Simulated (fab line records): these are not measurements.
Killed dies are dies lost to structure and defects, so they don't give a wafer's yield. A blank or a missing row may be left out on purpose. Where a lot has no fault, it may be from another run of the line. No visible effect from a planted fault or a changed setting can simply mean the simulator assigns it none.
Which tool is to blame? :: flow gf180mcu :: 6 lots, 17 wafers sampled, at 4 steps of a route of 602

WHAT EACH GAUGE READ, for each wafer
GF_MIM_THK_MEAS_06.
lot: L772
measured: day 25 02:49
on: film metro-02
MIM_CVD_05_THK (nm): 42.5 42.0 42.4

lot: L778
measured: day 27 07:23
on: film metro-03
MIM_CVD_05_THK (nm): 38.9 43.1

lot: L787
measured: day 29 19:34
on: film metro-02
MIM_CVD_05_THK (nm): 41.6 41.5 42.0

lot: L790
measured: day 30 15:46
on: film metro-03
MIM_CVD_05_THK (nm): 42.4 42.8 42.9

lot: L793
measured: day 31 06:08
on: film metro-02
MIM_CVD_05_THK (nm): 41.8 41.3 41.5

lot: L794
measured: day 31 14:32
on: film metro-02
MIM_CVD_05_THK (nm): 42.3 42.0 42.5

EACH LOT AND THE TOOL THAT RAN IT (in order: tool; ch and the chambers of the sampled wafers; start)
lot: L772
GF_V4_ETCH_16: rie diel-03 ch 0,2,3, day 25 01:13
GF_V4_ETCH_17: rie diel-03 ch 0,2,3, day 25 02:47 or earlier
GF_MIM_CVD_05: pecvd-02 ch 1,2, day 25 02:47

lot: L778
GF_V4_ETCH_16: rie diel-04 ch 1,3, day 27 05:44
GF_V4_ETCH_17: rie diel-04 ch 1,3, day 27 07:20 or earlier
GF_MIM_CVD_05: pecvd-02 ch 0,1, day 27 07:20

lot: L787
GF_V4_ETCH_16: rie diel-04 ch 0,1, day 29 17:58
GF_V4_ETCH_17: rie diel-04 ch 0,1, day 29 19:32 or earlier
GF_MIM_CVD_05: pecvd-04 ch 0,1,2, day 29 19:32

lot: L790
GF_V4_ETCH_16: rie diel-03 ch 0,2,3, day 30 14:07
GF_V4_ETCH_17: rie diel-03 ch 0,2,3, day 30 15:43 or earlier
GF_MIM_CVD_05: pecvd-02 ch 0,2, day 30 15:43

lot: L793
GF_V4_ETCH_16: rie diel-03 ch 1,2, day 31 04:23
GF_V4_ETCH_17: rie diel-03 ch 1,2, day 31 06:06 or earlier
GF_MIM_CVD_05: pecvd-04 ch 0,1,2, day 31 06:06

lot: L794
GF_V4_ETCH_16: rie diel-03 ch 0,1,3, day 31 12:56
GF_V4_ETCH_17: rie diel-03 ch 0,1,3, day 31 14:31 or earlier
GF_MIM_CVD_05: pecvd-02 ch 0,1,2, day 31 14:31
- GF_V4_ETCH_16: etches BARC in N2/H2.
- GF_V4_ETCH_17: etches SiO2 in C4F8/O2/Ar, stops on TiN, target depth 630 nm.
- GF_MIM_CVD_05: deposits Si3N4, target thk 42 nm, time 29.086 s.

THE ANSWER, worked out from the rows above alone
Rule: the lots themselves supply what counts as usual. The widest of any qualifying gaps counts: lots, ordered by their means at a reading, are off when they make up no more than a third of the lots, leave a main group of 4 or more, and stand apart from it by 3 or more times the standard deviation of that group's means. If all means in a main group match to the digits the tables above print for the reading, that group is not used. A lot without any number at a reading at which 4 lots or more have one is off too. All remaining lots with rows at the step are treated as sound.
None of the lots is off at any reading shown; this tells nothing.

WHAT THE SIMULATOR HAD PUT IN
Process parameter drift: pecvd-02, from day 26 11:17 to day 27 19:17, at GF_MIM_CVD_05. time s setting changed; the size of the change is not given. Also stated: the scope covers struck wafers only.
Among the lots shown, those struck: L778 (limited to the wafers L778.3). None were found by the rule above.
